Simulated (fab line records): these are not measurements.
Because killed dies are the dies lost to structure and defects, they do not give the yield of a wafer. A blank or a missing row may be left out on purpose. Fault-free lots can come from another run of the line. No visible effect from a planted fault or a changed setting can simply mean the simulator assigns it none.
Which tool did it?	flow sky130	13 lots with 39 wafers sampled at 5 steps, on a route of 708 steps

WHAT EACH GAUGE READ, for each wafer
SKY_NWELL_RS_MEAS_31: a four-point-probe measurement. Usual: for PWDE_RS the level is 5226 ohm/sq and the standard deviation is 18.
lot	measured	on	PWDE_RS (ohm/sq)	flag
L538	day 5 12:31	filmMetro-02	5254 5245 5236	
L539	day 5 13:46	filmMetro-03	5249 5233 5257	
L540	day 5 23:15	filmMetro-03	5229 5248 5248	
L543	day 6 23:58	filmMetro-03	5220 5222 5238	
L545	day 7 02:07	filmMetro-02	5219 5198 5223	
L544	day 7 02:47	filmMetro-03	5231 5217 5223	
L546	day 7 09:13	filmMetro-02	5206 5213 5237	
L552	day 8 20:43	filmMetro-03	5216 5230 5236	
L555	day 9 15:18	filmMetro-02	5195 5194 5197	
L556	day 9 18:50	filmMetro-02	5217 5219 5245	
L558	day 10 10:05	filmMetro-04	5201 5200 5201	
L560	day 10 23:11	filmMetro-02	5213 5209 5216	
L561	day 11 06:37	filmMetro-04	5235 5239 5227	

SKY_VT_ADJUST_HVTP_TW_MEAS_11. Usual: for VT_ADJUST_HVTP_TW the level is 1355 and the standard deviation is 5.9.
lot	measured	on	VT_ADJUST_HVTP_TW	flag
L538	day 6 07:34	filmMetro-02	1351 1352 1352	
L539	day 6 08:11	filmMetro-01	1341 1350 1355	
L540	day 6 19:01	filmMetro-02	1346 1349 1358	
L543	day 7 20:03	filmMetro-01	1351 1350 1362	
L545	day 7 21:56	filmMetro-02	1350 1349 1353	
L544	day 7 22:43	filmMetro-01	1353 1353 1346	
L546	day 8 06:11	filmMetro-03	1351 1359 1356	
L552	day 9 18:07	filmMetro-02	1683 1672 1679	OFF
L555	day 10 13:22	filmMetro-03	1671 1681 1672	OFF
L556	day 10 17:35	filmMetro-03	1358 1352 1356	
L558	day 11 08:47	filmMetro-01	1363 1360 1358	
L560	day 11 21:52	filmMetro-01	1370 1359 1362	
L561	day 12 06:28	filmMetro-03	1358 1360 1358	

SKY_SD_N_RS_MEAS_16: a four-point-probe measurement. Usual: for SD_N_RS the level is 69.00 ohm/sq and the standard deviation is 0.1.
lot	measured	on	SD_N_RS (ohm/sq)	flag
L538	day 28 04:07	filmMetro-01	69.04 68.99 68.98	
L539	day 28 03:58	filmMetro-03	68.89 69.05 69.00	
L540	day 28 17:23	filmMetro-02	68.84 68.93 68.89	
L543	day 30 06:48	filmMetro-03	68.84 68.90 68.95	
L545	day 30 06:58	filmMetro-02	68.94 68.90 68.81	
L544	day 30 10:58	filmMetro-03	68.97 68.95 68.97	
L546	day 30 16:32	filmMetro-01	69.02 68.83 69.02	
L552	day 32 18:04	filmMetro-03	69.00 69.12 69.02	
L555	day 33 10:47	filmMetro-03	69.07 68.98 69.15	
L556	day 33 15:52	filmMetro-03	69.08 68.90 69.03	
L558	day 34 16:13	filmMetro-02	69.11 69.08 68.99	
L560	day 35 01:32	filmMetro-02	68.90 68.96 69.00	
L561	day 35 09:46	filmMetro-02	69.03 69.01 69.05	

SKY_LI_CONTACT_OVL_MEAS_13. Usual: for LI_CONTACT_OVL the level is 3 nm and the standard deviation is 5.7.
lot	measured	on	LI_CONTACT_OVL (nm)	flag
L538	day 29 09:33	overlay-01	11 11 12	
L539	day 29 08:37	overlay-02	-6 -2 -6	
L540	day 29 22:36	overlay-01	17 -1 2	
L543	day 31 11:44	overlay-01	7 11 2	
L545	day 31 12:20	overlay-01	4 5 7	
L544	day 31 16:05	overlay-01	2 0 -6	
L546	day 31 21:19	overlay-01	-5 -12 -17	
L552	day 33 22:17	overlay-02	-3 2 1	
L555	day 34 14:04	overlay-01	-4 2 10	
L556	day 34 19:14	overlay-01	6 3 1	
L558	day 35 19:43	overlay-02	3 -4 4	
L560	day 36 05:11	overlay-01	0 3 2	
L561	day 36 12:38	overlay-02	11 9 14	

WHAT TOOL EACH LOT RAN ON (gives the tool, then ch and the chambers of the sampled wafers, and finally the start)
lot	SKY_VT_ADJUST_HVTP_IMPLANT_09
L538	implanter-04 ch 0, day 6 07:19
L539	implanter-04 ch 0, day 6 07:56
L540	implanter-01 ch 0, day 6 18:46
L543	implanter-01 ch 0, day 7 19:50
L545	implanter-03 ch 0, day 7 21:43
L544	implanter-01 ch 0, day 7 22:28
L546	implanter-03 ch 0, day 8 05:56
L552	implanter-03 ch 0, day 9 17:53
L555	implanter-03 ch 0, day 10 13:07
L556	implanter-04 ch 0, day 10 17:22
L558	implanter-04 ch 0, day 11 08:32
L560	implanter-01 ch 0, day 11 21:37
L561	implanter-04 ch 0, day 12 06:13
- SKY_VT_ADJUST_HVTP_IMPLANT_09

AS READ BY THE TOOLS THEMSELVES (means over the sampled wafers that have a number; for cases with no such wafer, the mark the record gives instead)
SKY_VT_ADJUST_HVTP_IMPLANT_09. Usual: doseIonsCm2 4.3e+12, standard deviation 5.1e+09; endStationPressureTorr 5e-06 Torr, standard deviation 2.6e-07; faradayCurrentUA 24.2, standard deviation 0.47.
lot	tool	doseIonsCm2	endStationPressureTorr (Torr)	faradayCurrentUA	flag
L538	implanter-04	4.3e+12	5e-06	24.2	
L539	implanter-04	4.3e+12	5e-06	24.6	
L540	implanter-01	4.3e+12	5e-06	24.2	
L543	implanter-01	4.3e+12	5e-06	24.2	
L545	implanter-03	4.3e+12	5e-06	24.5	
L544	implanter-01	4.3e+12	5e-06	24.1	
L546	implanter-03	4.3e+12	5e-06	24.1	
L552	implanter-03	8.3e+12	5e-06	48.0	OFF
L555	implanter-03	8.3e+12	5e-06	46.0	OFF
L556	implanter-04	4.3e+12	5e-06	24.5	
L558	implanter-04	4.3e+12	5e-06	24.4	
L560	implanter-01	4.3e+12	5e-06	24.1	
L561	implanter-04	4.3e+12	5e-06	24.2	

THE ANSWER, worked out from the rows above alone
Rule: a lot counts as off when the mean over its wafers that have a number is more than 3 standard deviations away from the usual mean. Also off: a lot with no number at a reading for which 4 or more lots have one. The other lots that the step has rows for count as sound. First the gauges in route order, then the tools' own readings, where a lot's mean is used as printed above. The first step at which some lot is off is used, and at that step the reading that is off furthest; a lot without a number counts as furthest.
Off: at SKY_VT_ADJUST_HVTP_TW_MEAS_11 (VT_ADJUST_HVTP_TW), L552, L555.
If a tool, at a process step before that reading, ran all the lots that are off and no sound lot after the first of them, it fits. The gauges at SKY_VT_ADJUST_HVTP_TW_MEAS_11 aren't tried: what is off there is off at SKY_VT_ADJUST_HVTP_IMPLANT_09 too, on other tools, and a gauge's error can't cause that. One fits: SKY_VT_ADJUST_HVTP_IMPLANT_09 on implanter-03. Its last sound lot is L546 (day 8 05:56), its first lot that is off L552 (day 9 17:53): a fault that began between those two fits.
The tool's own readings at SKY_VT_ADJUST_HVTP_IMPLANT_09 bear it out: on the lots that are off they differ by more than 5 times the standard deviation of the sound lots' means. doseIonsCm2 reads 8.3e+12 there against 4.3e+12 on the sound lots; faradayCurrentUA reads 47.0 there against 24.3 on the sound lots.

WHAT THE SIMULATOR PUT IN
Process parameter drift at SKY_VT_ADJUST_HVTP_IMPLANT_09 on implanter-03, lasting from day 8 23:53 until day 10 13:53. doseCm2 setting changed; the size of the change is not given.
Shown lots that were struck: L552, L555. The same result came from the rule above.
